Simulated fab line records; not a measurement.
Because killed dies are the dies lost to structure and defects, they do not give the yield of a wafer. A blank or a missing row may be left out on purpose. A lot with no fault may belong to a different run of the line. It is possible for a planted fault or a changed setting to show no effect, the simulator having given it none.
Code-filled problem report in 8D (eight disciplines) form || flow sky130 || the parts of the form that need people (team, actions taken, sign-off) are left out

## 1. PROBLEM STATEMENT
A mean of 0.886 a.u. is read at SKY_FIELD_ISO_ETCH_14 for oesProductAu, taken on 1 wafer of 1 lot, against 0.855 a.u. (standard deviation 0.0045) on wafers free of any fault. That puts it +6.9 standard deviations away from the usual mean.
The step: etches BARC in N2/H2, stops on SiO2, time 45.9 s, target depth 60 nm.
First seen on wafer L606.1, day 6 02:33, on rieDiel-02. The record holds 39 wafers of 13 lots with a number at this step. The rule behind "out" and "out of limits": a value lying over 4 standard deviations away from the usual mean. The rest of the wafers with a number are treated as sound.

## 2. WHAT IT IS, AND WHAT IT ISN'T
{"question": "which readings at this step", "is": "oesProductAu, runLengthS", "is not": "drypumpMotorCurrentA, throttleValvePct"}
{"question": "which lots", "is": "L606", "is not": "L588, L589, L590, L591, L592, L594, L595, L597, L598, L600, L604, L611"}
{"question": "which wafers of those lots", "is": "L606.1", "is not": "L606.2, L606.4"}
{"question": "read on which tools", "is": "rieDiel-02", "is not": "rieDiel-01, rieDiel-04"}
{"question": "when", "is": "from day 6 02:33", "is not": "up to then (35 sound wafers); but 3 sound wafers of L611 came after"}

## 3. THE SUSPECTS, EACH WITH WHAT RULES IT OUT
Counting: any tool at a process step up to the reading remains a suspect provided it ran every lot that is out. Sound lots after the first of them don't rule it out here, since some wafers of a struck lot are sound.
- rieDiel-02 at SKY_FIELD_ISO_ETCH_14 (etches BARC in N2/H2, stops on SiO2, time 45.9 s, target depth 60 nm): kept. The lot that is out, L606, ran on it at day 6 02:33; the last sound lot it ran before that was L600, at day 4 19:12. Its own readings are out on those wafers: oesProductAu, runLengthS.
- At SKY_FIELD_ISO_ETCH_14, inside rieDiel-02: chamber 3 took the wafers that are out, while their sound lot-mates went through chambers 0, 1.
The count leaves rieDiel-02 at SKY_FIELD_ISO_ETCH_14.

## 4. THE CAUSE (what the simulator had put in)
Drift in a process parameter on rieDiel-02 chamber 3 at SKY_FIELD_ISO_ETCH_14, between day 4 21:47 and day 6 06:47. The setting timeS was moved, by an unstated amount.
Only this tool survived the counting.

## 5. SEQUENCE OF EFFECTS, ordered by route
Each row: a reading whose mean over the struck wafers that have a number lies more than 3 standard deviations from the usual. Only readings for which the record gives a usual standard deviation are gone through. hours: the time from each lot's start at the first step in this table that gives one to its start at this step, as a median over the lots. sigmas: the change in usual standard deviations.
{"hours": 0, "step": "SKY_FIELD_ISO_ETCH_14", "reading": "oesProductAu", "usual": "0.855 a.u.", "on struck wafers": 0.886, "change": "+0.031", "sigmas": "+6.9"}
{"hours": 0, "step": "SKY_FIELD_ISO_ETCH_14", "reading": "runLengthS", "usual": "74.0 s", "on struck wafers": 71.5, "change": -2.5, "sigmas": -6.1}
It contains these process steps:
- SKY_FIELD_ISO_ETCH_14: etches BARC in N2/H2, stops on SiO2, time 45.9 s, target depth 60 nm.

## 6. HOW IT WOULD HAVE BEEN CAUGHT EARLIER
In this record the first reading out of limits was taken at day 6 02:33, 29 hours after the fault began at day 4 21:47.
